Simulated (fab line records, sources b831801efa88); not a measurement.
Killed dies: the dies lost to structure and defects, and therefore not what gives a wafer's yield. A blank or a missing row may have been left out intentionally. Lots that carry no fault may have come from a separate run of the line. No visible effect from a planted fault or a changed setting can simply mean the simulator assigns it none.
A struck lot beside a sound one | flow sky130 | 23 out of 708 route steps
Sound: these wafers, L926.1, L926.3, L926.5. The struck wafers were L932.1, L932.4, L932.6. The cause comes at the end.
Order at every step that has rows: each side's tool, ch and its chambers, its first start. Under that, the readings that differ: sound wafers | struck wafers | difference of the means | sigmas: that difference in standard deviations of wafers without a fault.
alike: words and numbers the same on both sides, and readings whose means are apart by under 2 such deviations; not compared: readings that were withheld, readings missing a value for some wafer, numbers with overlapping values and no deviation given by the record, and bounds like >300 which may hide the same value.
The two part at a step that has a row with sigmas, a row that says differs or no value, or rows on one side only. Non-overlapping numbers with no deviation appear without sigmas and do not part them. Lack of a reading on every wafer of one side parts them only where that side has two or more wafers.

first, 2 steps without rows for these wafers: SKY_POLY_GATE_CLEAN_19 (cleans in SC1/SC2, time 150 s); SKY_POLY_GATE_OXIDATION_20 (stabilise 600 s, purge 300 s, target thk 4 nm).
SKY_POLY_GATE_THK_MEAS_21:
  sound on filmMetro-04 at day 18 16:25; struck on filmMetro-04 at day 20 17:17
  alike: POLY_GATE_OXIDATION_THK
SKY_POLY_GATE_CD_MEAS_22:
  sound on cdSem-02 at day 18 16:29; struck on cdSem-01 at day 20 17:25
  alike: cdNm
then, 7 steps without rows for these wafers: SKY_LDD_N_DEHYDRATE_00 (time 60 s); SKY_LDD_N_HMDS_01 (prime time 60 s); SKY_LDD_N_COAT_02 (resist thk 300 nm); SKY_LDD_N_SOFTBAKE_03 (time 60 s); SKY_LDD_N_EXPOSE_04 (exposes mask NTM, target cd 840 nm); SKY_LDD_N_PEB_05; SKY_LDD_N_DEVELOP_06 (develop time 60 s).
SKY_LDD_N_OVL_MEAS_07:
  sound on overlay-01 at day 19 23:14; struck on overlay-02 at day 22 00:41
reading        | sound          | struck       | difference | sigmas
LDD_N_OVL (nm) | -3.2 -0.5 -0.7 | -0.2 1.5 1.8 | +2.5       | +2
SKY_LDD_N_IMPLANT_08:
  sound on implanter-03 ch 0, day 19 23:17; struck on implanter-04 ch 0, day 22 00:44
reading                       | sound                 | struck                       | difference | sigmas
beamOnS (s)                   | 10.07 10.34 9.93      | 12.43 11.72 11.89            | +1.90      | +10
endStationPressureTorr (Torr) | 5e-06 5.3e-06 5.6e-06 | 0.0001024 9.32e-05 0.0001031 | +0.0000943 | +99 or more
faradayCurrentUA              | 420 408 426           | 343 364 360                  | -62        | -7
then, 7 steps without rows for these wafers: SKY_LDD_N_IMPLANT_09; SKY_LDD_N_IMPLANT_10; SKY_LDD_N_IMPLANT_11; SKY_LDD_N_IMPLANT_12; SKY_LDD_N_IMPLANT_13; SKY_LDD_N_IMPLANT_14; SKY_LDD_N_IMPLANT_15.
SKY_LDD_N_STRIP_16: strips in O2/N2.
  sound on plasmaAsher-04 ch 0,1, day 20 00:29; struck on plasmaAsher-03 ch 0,1, day 22 01:56
reading                  | sound             | struck            | difference | sigmas
stripTimeToEndpointS (s) | 4.311 4.307 4.304 | 4.345 4.370 4.353 | +0.049     | +4
  alike: drypumpMotorCurrentA, o2FlowSccm, oesProductAu
  not compared: rfHoursCounterH
SKY_LDD_N_TW_MEAS_17:
  sound on filmMetro-03 at day 20 00:35; struck on filmMetro-04 at day 22 02:02
  alike: LDD_N_TW
-- a jump in the record: the struck wafers' starts before and after are 27 days apart (it breaks off in module LDD_N and resumes in module PAD_OPEN, where the first step shown is number 708 of the route) --
SKY_PAD_OPEN_PROBE_99:
  sound on prober-02 at day 47 21:23; struck on prober-02 at day 49 04:50
reading                  | sound             | struck            | difference | sigmas
model.etest.tipN.rsOhmSq | 437.1 441.6 441.2 | 429.2 434.1 436.5 | -6.7       | 
  alike: killed_at_M0_to_M3, killed_at_M4_up, killedAtContacts, killedAtFrontEnd, killedAtOther, killedDies, killedOpen, killedShort

== WHERE THEY PART ==
First at SKY_LDD_N_OVL_MEAS_07; last, within this record, at SKY_LDD_N_STRIP_16. Later steps at which nothing parts them and some readings are alike: SKY_LDD_N_TW_MEAS_17, SKY_PAD_OPEN_PROBE_99.

WHY: the cause the simulator had injected
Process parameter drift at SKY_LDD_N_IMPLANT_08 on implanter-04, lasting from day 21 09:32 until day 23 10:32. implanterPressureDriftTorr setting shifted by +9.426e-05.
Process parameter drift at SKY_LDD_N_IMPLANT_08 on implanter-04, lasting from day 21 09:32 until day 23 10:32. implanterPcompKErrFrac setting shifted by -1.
